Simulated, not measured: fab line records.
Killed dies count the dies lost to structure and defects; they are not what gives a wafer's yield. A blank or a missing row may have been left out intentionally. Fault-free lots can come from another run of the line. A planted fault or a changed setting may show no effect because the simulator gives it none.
Matching of chambers | flow gf180mcu | 4 sister chambers for GF_V5_CMP_04 on cmp-02
The step polishes SiO2. 14 wafers are shown with their chamber, then 7 later ones without.

## WAFERS PAIRED WITH THEIR CHAMBERS
wafer  | chamber | motorCurrentA (A) | slurryFilterDpKPa (kPa)
L451.4 | 0       | 10.4              | 13.79
L451.5 | 0       | 10.5              | 13.28
L451.6 | 1       | 11.7              | 13.48
L454.1 | 3       | 11.6              | 13.60
L454.3 | 2       | 11.3              | 13.49
L454.5 | 1       | 11.7              | 13.43
L455.1 | 3       | 10.9              | 13.59
L455.3 | 1       | 11.9              | 13.58
L455.6 | 2       | 10.9              | 13.61
L467.3 | 1       | 12.0              | 13.68
L467.5 | 0       | 10.2              | 13.57
L467.6 | 3       | 11.5              | 13.52
L469.1 | 1       | 12.3              | 13.63
L469.2 | 2       | 11.3              | 13.48

SIGNATURES (means of the wafers above)
reading           | chamber 0 | chamber 1 | chamber 2 | chamber 3 | scatter within a chamber
motorCurrentA     | 10.367    | 11.920    | 11.167    | 11.333    | 0.262
slurryFilterDpKPa | 13.5467   | 13.5600   | 13.5267   | 13.5700   | 0.137
Rule: for a wafer and a chamber, the distance is found by dividing, reading by reading, the gap between the wafer's reading and the chamber's mean by the reading's scatter, squaring, summing and taking the root. If the next closest chamber is less than 2 further off than the closest, the wafer can't be placed; otherwise it belongs to the closest. How the scatter is found: for the shown wafers, subtract from each reading the mean of its chamber, square and add these, divide the total by (wafers less chambers), then take the root.

## WAFERS WITH NO CHAMBER GIVEN
wafer  | motorCurrentA (A) | slurryFilterDpKPa (kPa)
L469.4 | 10.4              | 13.36
L470.1 | 11.7              | 13.62
L470.4 | 10.3              | 13.52
L470.5 | 10.5              | 13.60
L472.3 | 10.7              | 13.28
L472.4 | 12.0              | 13.71
L472.5 | 11.0              | 13.52

## WHICH CHAMBER EACH ONE RAN IN
wafer  | from the rows above          | in truth
L469.4 | can't be placed: 0 or 2      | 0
L470.1 | can't be placed: 1 or 3 or 2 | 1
L470.4 | 0                            | 0
L470.5 | can't be placed: 0 or 2      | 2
L472.3 | can't be placed: 0 or 2 or 3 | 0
L472.4 | can't be placed: 1 or 3      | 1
L472.5 | can't be placed: 2 or 3 or 0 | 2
Correctly placed: 1 of 7. These rows do not allow placing 6 (true chamber among the candidates in 6). Placed wrongly: 0.
